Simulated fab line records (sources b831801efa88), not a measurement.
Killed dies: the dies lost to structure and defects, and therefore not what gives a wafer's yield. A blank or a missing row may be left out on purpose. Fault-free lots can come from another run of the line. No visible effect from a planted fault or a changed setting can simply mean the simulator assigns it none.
Which tool did it? + flow gf180mcu + 7 lots with 21 wafers sampled at 2 steps, on a route of 602 steps

== WHAT THE GAUGES SHOWED, per wafer ==
GF_HV_LDD_CD_MEAS_19: the cd target is 400 nm.
| lot  | measured     | on        | cd_nm (nm)                          |
|------|--------------|-----------|-------------------------------------|
| L936 | day 11 03:57 | cd_sem-02 | 395.7 395.0 397.7                   |
| L940 | day 12 13:31 | cd_sem-02 | 402.5 403.8 402.6                   |
| L942 | day 13 02:09 | cd_sem-01 | 395.4 397.7 395.5                   |
| L947 | day 15 02:07 | cd_sem-01 | 302.0 301.9 301.8 302.8 301.9 301.8 |
| L949 | day 15 09:24 | cd_sem-02 | 307.7 303.8 305.5 307.7 303.7 305.9 |
| L954 | day 17 06:28 | cd_sem-02 | 399.6 400.9 402.1                   |
| L957 | day 18 00:01 | cd_sem-01 | 400.6 401.9 399.7                   |

== WHICH TOOL RAN EACH LOT (tool, then ch and the chambers of the sampled wafers, then the start) ==
| lot  | GF_HV_LDD_DEVELOP_18              |
|------|-----------------------------------|
| L936 | litho_track-01 ch 0, day 11 03:48 |
| L940 | litho_track-01 ch 0, day 12 13:22 |
| L942 | litho_track-01 ch 0, day 13 02:00 |
| L947 | litho_track-01 ch 0, day 15 01:58 |
| L949 | litho_track-01 ch 0, day 15 09:15 |
| L954 | litho_track-02 ch 0, day 17 06:20 |
| L957 | litho_track-04 ch 0, day 17 23:53 |
- GF_HV_LDD_DEVELOP_18: develop time 60 s.

== THE ANSWER, worked out from the rows above alone ==
Rule: what is usual is taken from the lots themselves. Put in order of their means at a reading, lots are off if they are a third of the lots or fewer, leave a main group of 4 or more, and stand apart from it by a gap of 3 or more times the standard deviation of the main group's means; of several such gaps the widest counts. A main group is skipped when, at the precision printed for the reading in the tables above, its means are all equal. Also off: a lot with no number at a reading for which 4 or more lots have one. Any other lot the step has rows for is counted as sound.
Off: L947, L949, at GF_HV_LDD_CD_MEAS_19 (cd_nm). The main group: mean 399.4 nm, standard deviation 2.7.
A tool fits if, at a process step before that reading, it ran every lot that is off, and no sound lot after the first of them. The gauges at GF_HV_LDD_CD_MEAS_19 are tried like those tools. One candidate fits, namely litho_track-01 at GF_HV_LDD_DEVELOP_18. Its last sound lot is L942 (day 13 02:00), its first lot that is off L947 (day 15 01:58): a fault that began between those two fits.

== WHAT WAS PUT IN BY THE SIMULATOR ==
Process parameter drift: litho_track-01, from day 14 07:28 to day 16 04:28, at GF_HV_LDD_DEVELOP_18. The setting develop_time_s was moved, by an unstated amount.
Shown lots that were struck: L947, L949. The rule given above showed the same thing.
